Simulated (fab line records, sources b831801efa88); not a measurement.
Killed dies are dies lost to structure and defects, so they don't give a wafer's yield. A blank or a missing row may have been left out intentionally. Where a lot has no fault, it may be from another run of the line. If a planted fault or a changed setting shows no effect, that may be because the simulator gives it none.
Which tool was responsible? | flow gf180mcu | Sampling: 12 lots, 36 wafers, 5 of 602 route steps

WHAT THE GAUGES READ, wafer by wafer
GF_V5_THK_MEAS_01.
lot  | measured     | on            | V5_CVD_00_THK (nm)
L370 | day 26 02:24 | film-metro-03 | 302.0 302.8 302.9
L371 | day 26 09:57 | film-metro-01 | 300.8 304.2 299.9
L372 | day 26 19:49 | film-metro-02 | 302.5 305.3 306.0
L374 | day 27 11:20 | film-metro-03 | 303.5 301.3 301.3
L375 | day 27 20:05 | film-metro-03 | 299.3 300.6 299.1
L376 | day 28 05:40 | film-metro-03 | 304.8 305.8 306.0
L378 | day 28 16:28 | film-metro-01 | 293.9 292.7 300.2
L380 | day 29 16:01 | film-metro-02 | 300.4 301.8 298.8
L381 | day 29 20:58 | film-metro-01 | 301.5 298.1 300.8
L382 | day 29 23:47 | film-metro-03 | 302.1 302.6 301.5
L383 | day 30 12:33 | film-metro-03 | 300.5 302.8 299.9
L390 | day 32 15:15 | film-metro-02 | 300.9 294.1 298.6

GF_V5_BOW_MEAS_05.
lot  | measured     | on            | V5_BOW (um)
L370 | day 26 02:55 | film-metro-01 | 129 131 135
L371 | day 26 10:31 | film-metro-02 | 139 137 144
L372 | day 26 20:22 | film-metro-03 | 121 135 135
L374 | day 27 11:52 | film-metro-02 | 146 157 140
L375 | day 27 20:38 | film-metro-02 | 146 136 136
L376 | day 28 06:12 | film-metro-02 | 128 133 139
L378 | day 28 16:59 | film-metro-01 | 131 131 137
L380 | day 29 16:32 | film-metro-01 | 141 133 129
L381 | day 29 21:29 | film-metro-02 | 136 152 136
L382 | day 30 00:19 | film-metro-03 | 129 124 119
L383 | day 30 13:05 | film-metro-01 | 138 119 120
L390 | day 32 16:26 | film-metro-02 | 132 133 127

GF_V5_RS_MEAS_24: measurement is done with a four-point probe.
lot  | measured     | on            | V5_W_RS (ohm/sq)
L370 | day 27 00:37 | film-metro-03 | 0.327 0.325 0.326
L371 | day 27 08:13 | film-metro-01 | 0.326 0.326 0.331
L372 | day 27 17:19 | film-metro-03 | 0.323 0.328 0.329
L374 | day 28 08:06 | film-metro-02 | 0.331 0.323 0.327
L375 | day 28 16:42 | film-metro-03 | 0.337 0.336 0.331
L376 | day 29 02:38 | film-metro-03 | 0.333 0.333 0.331
L378 | day 29 13:10 | film-metro-03 | 0.327 0.331 0.327
L380 | day 30 12:11 | film-metro-01 | 0.337 0.331 0.331
L381 | day 30 17:04 | film-metro-03 | 0.323 0.330 0.326
L382 | day 30 19:38 | film-metro-02 | 0.335 0.330 0.327
L383 | day 31 07:53 | film-metro-03 | 0.331 0.333 0.331
L390 | day 33 09:25 | film-metro-02 | 0.325 0.291 0.325

GF_V5_THK_MEAS_25: measures by xrf.
lot  | measured     | on            | V5_W_THK (nm)
L370 | day 27 00:44 | film-metro-03 | 360 362 362
L371 | day 27 08:19 | film-metro-01 | 355 359 349
L372 | day 27 17:25 | film-metro-03 | 365 358 356
L374 | day 28 08:13 | film-metro-02 | 359 367 363
L375 | day 28 16:49 | film-metro-03 | 344 347 353
L376 | day 29 02:45 | film-metro-03 | 355 355 357
L378 | day 29 13:16 | film-metro-03 | 357 357 360
L380 | day 30 12:19 | film-metro-01 | 344 350 351
L381 | day 30 17:11 | film-metro-03 | 364 358 361
L382 | day 30 19:44 | film-metro-02 | 358 364 366
L383 | day 31 08:00 | film-metro-03 | 352 349 350
L390 | day 33 09:32 | film-metro-02 | 364 406 364

TOOL THAT RAN EACH LOT (tool first, then ch and the chambers of the sampled wafers, then the start)
lot  | GF_V5_CVD_23
L370 | cvd-w-02 ch 0,1, day 27 00:29
L371 | cvd-w-01 ch 0,1, day 27 08:05
L372 | cvd-w-02 ch 0,1, day 27 17:07
L374 | cvd-w-02 ch 0,1, day 28 07:58
L375 | cvd-w-01 ch 0,1, day 28 16:34
L376 | cvd-w-01 ch 0, day 29 02:25
L378 | cvd-w-02 ch 0,1, day 29 13:01
L380 | cvd-w-01 ch 0,1, day 30 12:05
L381 | cvd-w-02 ch 0,1, day 30 16:56
L382 | cvd-w-01 ch 0,1, day 30 19:29
L383 | cvd-w-01 ch 0,1, day 31 07:45
L390 | cvd-w-02 ch 1, day 33 09:11
- GF_V5_CVD_23: deposits W, target thk 350 nm, time 104.9 s.

WHAT THE TOOLS THEMSELVES READ (means of the sampled wafers that have a number; where no wafer has one, the mark that the record gives instead)
GF_V5_CVD_23.
lot  | tool     | heater-power-w (W)
L370 | cvd-w-02 | 839
L371 | cvd-w-01 | 815
L372 | cvd-w-02 | 781
L374 | cvd-w-02 | 842
L375 | cvd-w-01 | 820
L376 | cvd-w-01 | 818
L378 | cvd-w-02 | 834
L380 | cvd-w-01 | 818
L381 | cvd-w-02 | 803
L382 | cvd-w-01 | 814
L383 | cvd-w-01 | 823
L390 | cvd-w-02 | 740

THE ANSWER, worked out from the rows above alone
Rule: usual is defined by the lots themselves. Put in order of their means at a reading, lots are off if they are a third of the lots or fewer, leave a main group of 4 or more, and stand apart from it by a gap of 3 or more times the standard deviation of the main group's means; of several such gaps the widest counts. The tables above print the reading to a certain number of digits; a main group whose means all agree to those digits is not used. A lot without any number at a reading at which 4 lots or more have one is off too. All remaining lots with rows at the step are treated as sound. Order of review: gauges by route order, followed by the tools' own readings, for which a lot's mean as printed above is used. At the first step where some lot is off, the reading lying furthest off is the one used; lots without a number count as furthest.
Off: L390, at GF_V5_RS_MEAS_24 (V5_W_RS). The main group has a mean of 0.329 ohm/sq with a standard deviation of 0.0029.
If a tool, at a process step before that reading, ran all the lots that are off and no sound lot after the first of them, it fits. The gauges at GF_V5_RS_MEAS_24 are tried like those tools. 2 tools fit, cvd-w-02 at GF_V5_CVD_23 and film-metro-02 at GF_V5_RS_MEAS_24, so this cannot tell which one it is.

WHAT THE SIMULATOR HAD INSERTED
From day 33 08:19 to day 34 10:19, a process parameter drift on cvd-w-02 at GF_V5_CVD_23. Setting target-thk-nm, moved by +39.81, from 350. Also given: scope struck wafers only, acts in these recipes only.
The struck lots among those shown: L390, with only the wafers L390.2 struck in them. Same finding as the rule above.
